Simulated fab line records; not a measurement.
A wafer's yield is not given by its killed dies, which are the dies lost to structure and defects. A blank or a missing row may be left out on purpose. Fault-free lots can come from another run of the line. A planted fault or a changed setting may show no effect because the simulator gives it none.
2 desks, one fault ; flow gf180mcu ; numbers are kept per desk, each desk with only its own; the story behind them comes last

THE METROLOGY DESK
Means of the sampled wafers that have a number, per lot and without regard to the tool the lot ran on: this is what the gauges read. Any lot whose mean is over 4 standard deviations away from the usual mean is out of limits and marked OUT; that distance is given in the brackets.
Columns: A = MVPSD_OVL at GF_MVPSD_OVL_MEAS_07, usual -0.7 nm; B = MVPSD_TW at GF_MVPSD_TW_MEAS_11, usual 560; C = CONTACT_BOW at GF_CONTACT_BOW_MEAS_05, usual 66 um
lot;first seen here;A;B;C
L485;day 4 22:54;-0.8;559;60
L488;day 5 17:51;0.2;560;62
L487;day 5 18:15;-1.4;558;61
L492;day 6 22:19;-1.6;559;74
L493;day 7 01:51;0.5;563;74
L494;day 7 04:27;0.8;562;67
L495;day 7 16:51;-0.2;559;63
L496;day 7 20:18;-1.1;560;62
L497;day 7 23:06;-0.6;563;72
L498;day 8 06:45;-0.1;555;63
L501;day 9 01:57;-2.4;208 (-99 or more) OUT;60
L502;day 9 06:14;-;30 (-99 or more) OUT;56
L508;day 10 21:46;0.0;561;70
Finding of this desk: L501, L502 out of limits, first seen on L501 at day 9 02:23 (MVPSD_TW at GF_MVPSD_TW_MEAS_11). L485, L488, L487, L492, L493, L494, L495, L496, L497, L498, L508: within limits.

TOOL OWNER'S DESK, litho track-01
The tool's own readings at GF_MVPSD_DEVELOP_06 (develop time 60 s): means of the sampled wafers that have a number, for each lot that ran on this tool. Any lot whose mean is over 4 standard deviations away from the usual mean is out of limits and marked OUT; that distance is given in the brackets.
Columns: A = developer temp C at GF_MVPSD_DEVELOP_06, usual 23.02 C
lot;first seen here;A
L488;day 5 17:00;22.99
L494;day 7 04:00;22.98
L495;day 7 16:00;23.00
L496;day 7 20:00;22.95
L497;day 7 22:00;23.12
L501;day 9 01:00;23.09
L502;day 9 05:00;22.96
This desk's finding: nothing out of limits on any of the 7 lots.

TAKEN TOGETHER
An alarm was possible from the metrology desk at day 9 02:23, on L501, L502.
Nothing out of limits was seen by the tool owner's desk.
The tool owner's desk has L501, L502 on record, within its limits.
All the named lots went through GF_MVPSD_DEVELOP_06 on litho track-01.

WHAT THE SIMULATOR HAD PUT IN
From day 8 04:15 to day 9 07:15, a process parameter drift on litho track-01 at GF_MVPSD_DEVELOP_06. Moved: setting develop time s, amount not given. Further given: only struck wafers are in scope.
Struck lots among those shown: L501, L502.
Hours from the fault's start to each desk's first reading out of limits: the metrology desk, 22.
